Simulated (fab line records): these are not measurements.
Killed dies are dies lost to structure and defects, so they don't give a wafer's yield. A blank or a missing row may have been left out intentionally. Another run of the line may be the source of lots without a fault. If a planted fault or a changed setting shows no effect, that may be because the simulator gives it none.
A lot that was struck, set against a sound lot / flow gf180mcu / 16 steps out of a route of 602
Sound: the wafers L664.1, L664.3, L664.4. Struck: wafer L669.3 (left out: L669.2, a lot-mate that was not struck); the cause follows at the end.
For every step that has rows: the tool of each side, followed by ch and its chambers, followed by its first start. Under that, the readings that differ: sound wafers / struck wafers / difference of the means / sigmas: that difference in standard deviations of wafers without a fault.
alike: words and numbers the same on both sides, and readings whose means are apart by under 2 such deviations; not compared: readings that were withheld, readings missing a value for some wafer, numbers with overlapping values and no deviation given by the record, and bounds like >300 which may hide the same value.
A row with sigmas, a row that says differs or no value, or rows on one side alone: a step with any of these is where the two part. Numbers that have no deviation but don't overlap get no sigmas and don't part them. A reading missing from all wafers of one side parts the sides only when that side holds two or more wafers.

first, 4 steps without rows for these wafers: GF_M3_SOFTBAKE_10 (time 60 s); GF_M3_EXPOSE_11 (exposes mask Metal3, target cd 280 nm); GF_M3_PEB_12 (peb time 90 s); GF_M3_DEVELOP_13 (develop time 60 s).
GF_M3_CD_MEAS_14 targets a cd of 280 nm.
  struck on cd_sem-02, day 23 21:56; sound on cd_sem-01, day 22 07:10
  alike: cd_nm
GF_M3_OVL_MEAS_15:
  struck on overlay-01, day 23 22:03; sound on overlay-01, day 22 07:17
  alike: M3_OVL
GF_M3_METAL_ETCH_16: etches the open film in Cl2/BCl3, stops on SiO2, target depth 750.8 nm, time 125.1 s.
  sound on rie_metal-04 ch 0,1, day 22 07:19; struck on rie_metal-03 ch 1, day 23 22:05
reading=bias_w (W); sound=140.4 139.9 140.1; struck=139.3; difference=-0.8; sigmas=-2
reading=throttle_valve_pct (%); sound=28.230 28.239 28.229; struck=28.251; difference=+0.018; sigmas=+2
  alike: drypump_motor_current_A, oes_product_au
  not compared: rf_hours_counter_h
GF_M3_STRIP_17: strips in O2/N2.
  sound on plasma_asher-02 ch 0,1, day 22 07:27; struck on plasma_asher-02 ch 0, day 23 22:13
  alike: drypump_motor_current_A, heater_power_w, n2_flow_sccm, o2_flow_sccm, oes_product_au, strip_time_to_endpoint_s
  not compared: rf_hours_counter_h
then, 3 steps without rows for these wafers: GF_M3_STRIP_18 (strips in post etch residue remover, time 1200 s); GF_M3_CLEAN_19 (cleans in DIW); GF_V3_CVD_00 (deposits SiO2, target thk 600 nm, time 100 s).
GF_V3_THK_MEAS_01:
  struck on film_metro-02, day 23 22:49; sound on film_metro-01, day 22 08:03
  alike: V3_CVD_00_THK
GF_V3_CVD_02: deposits SiO2 from TEOS, target thk 850 nm, time 94.851 s.
  sound on pecvd-04 ch 0,1,2, day 22 08:07; struck on pecvd-04 ch 2, day 23 22:52
reading=model.SiO2_of_V3_CVD_02.thk_nm (nm); sound=834.3 855 857.8; struck=1301; difference=+452; sigmas=
  alike: heater_power_w, susceptor_temp_C
GF_V3_THK_MEAS_03:
  struck on film_metro-02, day 23 22:57; sound on film_metro-03, day 22 08:11
reading=V3_CVD_02_THK (nm); sound=834 855 858; struck=1300; difference=+451; sigmas=+38
GF_V3_CMP_04: polishes SiO2.
  sound on cmp-02 ch 0,1,2, day 22 08:14; struck on cmp-01 ch 2, day 23 23:00
reading=time_to_endpoint_s (s); sound=70 84 86; struck=250; difference=+170; sigmas=+27
  alike: motor_current_A, slurry_filter_dp_kPa
GF_V3_BOW_MEAS_05:
  struck on film_metro-02, day 23 23:19; sound on film_metro-03, day 22 08:32
  alike: V3_BOW

## WHERE THEY PART
Earliest at GF_M3_METAL_ETCH_16; latest, in this record, at GF_V3_CMP_04. Later steps at which nothing parts them and some readings are alike: GF_V3_BOW_MEAS_05.

WHY: whatever the simulator had introduced
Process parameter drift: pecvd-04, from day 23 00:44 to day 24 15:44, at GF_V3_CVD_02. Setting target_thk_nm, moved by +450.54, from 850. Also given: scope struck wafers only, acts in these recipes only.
